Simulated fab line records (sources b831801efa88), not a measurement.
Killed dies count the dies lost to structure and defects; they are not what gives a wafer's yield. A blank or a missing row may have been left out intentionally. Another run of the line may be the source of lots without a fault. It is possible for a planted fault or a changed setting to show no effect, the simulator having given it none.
Chamber matching -- flow sky130 -- 4 sister chambers for SKY_VIA1_ETCH_15 on rie_diel-04
The step etches SiO2 in C4F8/O2/Ar, stops on TiN, target depth 351 nm, time 54 s. 8 wafers are shown with their chamber, then 12 later ones without.

EACH WAFER AND ITS CHAMBER
wafer,chamber,oes_product_au (a.u.)
L089.1,1,0.994
L090.1,1,0.987
L090.4,0,0.982
L091.1,3,0.987
L091.2,0,0.989
L093.1,3,0.987
L093.2,2,0.989
L093.5,2,0.983

WAFERS WHOSE CHAMBER IS MISSING
wafer,oes_product_au (a.u.)
L095.1,0.979
L095.2,0.986
L095.3,0.980
L095.4,0.986
L095.5,0.997
L095.6,0.986
L097.1,0.989
L097.2,0.993
L097.3,0.986
L097.4,0.989
L097.5,0.995
L097.6,0.996

THE CHAMBER EACH PASSED THROUGH
wafer,from the rows above,in truth
L095.1,can't be placed: 0 or 2 or 3 or 1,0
L095.2,can't be placed: 2 or 0 or 3 or 1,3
L095.3,can't be placed: 0 or 2 or 3 or 1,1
L095.4,can't be placed: 2 or 0 or 3 or 1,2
L095.5,can't be placed: 1 or 3 or 2 or 0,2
L095.6,can't be placed: 2 or 0 or 3 or 1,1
L097.1,can't be placed: 1 or 3 or 2 or 0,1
L097.2,can't be placed: 1 or 3 or 2 or 0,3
L097.3,can't be placed: 2 or 0 or 3 or 1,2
L097.4,can't be placed: 1 or 3 or 2 or 0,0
L097.5,can't be placed: 1 or 3 or 2 or 0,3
L097.6,can't be placed: 1 or 3 or 2 or 0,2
Correctly placed: 0 of 12. Can't be placed from these rows: 12 (the true chamber is among the candidates in 12). Wrongly placed: 0.
How it was worked out, from the rows above alone: a wafer's distance from a chamber is the root of the sum, over the readings, of the square of ((its reading less the chamber's mean) divided by the reading's scatter). The wafer belongs to the nearest chamber; if the next one is less than 2 further off, it can't be placed. Each chamber's mean is taken over the wafers shown for it. The scatter: take each reading less its chamber's mean, square it, sum over the shown wafers, divide by the number of wafers less the number of chambers, and take the root.
